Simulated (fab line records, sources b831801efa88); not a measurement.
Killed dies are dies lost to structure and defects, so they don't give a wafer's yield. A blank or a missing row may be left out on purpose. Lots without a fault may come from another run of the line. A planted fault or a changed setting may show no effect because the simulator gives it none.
Chamber matching | flow gf180mcu | GF_V4_CMP_04 on cmp-01: 4 sister chambers
The step polishes SiO2. 8 wafers are shown with their chamber, then 8 later ones without.

WAFERS WITH THEIR CHAMBER
wafer  | chamber | motor_current_A (A) | time_to_endpoint_s (s)
L375.5 | 3       | 13.8                | 83
L382.2 | 2       | 11.9                | 83
L382.4 | 1       | 11.3                | 83
L382.6 | 0       | 12.2                | 87
L383.1 | 2       | 12.0                | 86
L383.3 | 0       | 11.4                | 82
L383.4 | 1       | 11.3                | 80
L386.1 | 3       | 14.3                | 78

WAFERS WITHOUT THEIR CHAMBER
wafer  | motor_current_A (A) | time_to_endpoint_s (s)
L386.3 | 11.6                | 85
L386.6 | 11.6                | 88
L387.2 | 10.7                | 82
L387.3 | 11.4                | 81
L387.4 | 11.8                | 92
L388.1 | 11.9                | 85
L388.4 | 11.1                | 87
L388.6 | 13.4                | 83

WHICH CHAMBER EACH WENT THROUGH
wafer  | from the rows above          | in truth
L386.3 | can't be placed: 0 or 2 or 1 | 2
L386.6 | can't be placed: 0 or 2 or 1 | 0
L387.2 | can't be placed: 1 or 0      | 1
L387.3 | can't be placed: 1 or 0 or 2 | 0
L387.4 | can't be placed: 0 or 2 or 1 | 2
L388.1 | can't be placed: 2 or 0 or 1 | 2
L388.4 | can't be placed: 1 or 0 or 2 | 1
L388.6 | 3                            | 3
Placed correctly: 1 of 8. Can't be placed from these rows: 7 (the true chamber is among the candidates in 7). Placed wrongly: 0.
How it was worked out, from the rows above alone: a wafer's distance from a chamber is the root of the sum, over the readings, of the square of ((its reading less the chamber's mean) divided by the reading's scatter). The wafer belongs to the nearest chamber; if the next one is less than 2 further off, it can't be placed. A chamber's mean is the mean of its shown wafers. The scatter: the root of (the sum of the squares of (reading less its chamber's mean) over the shown wafers, divided by (wafers less chambers)).
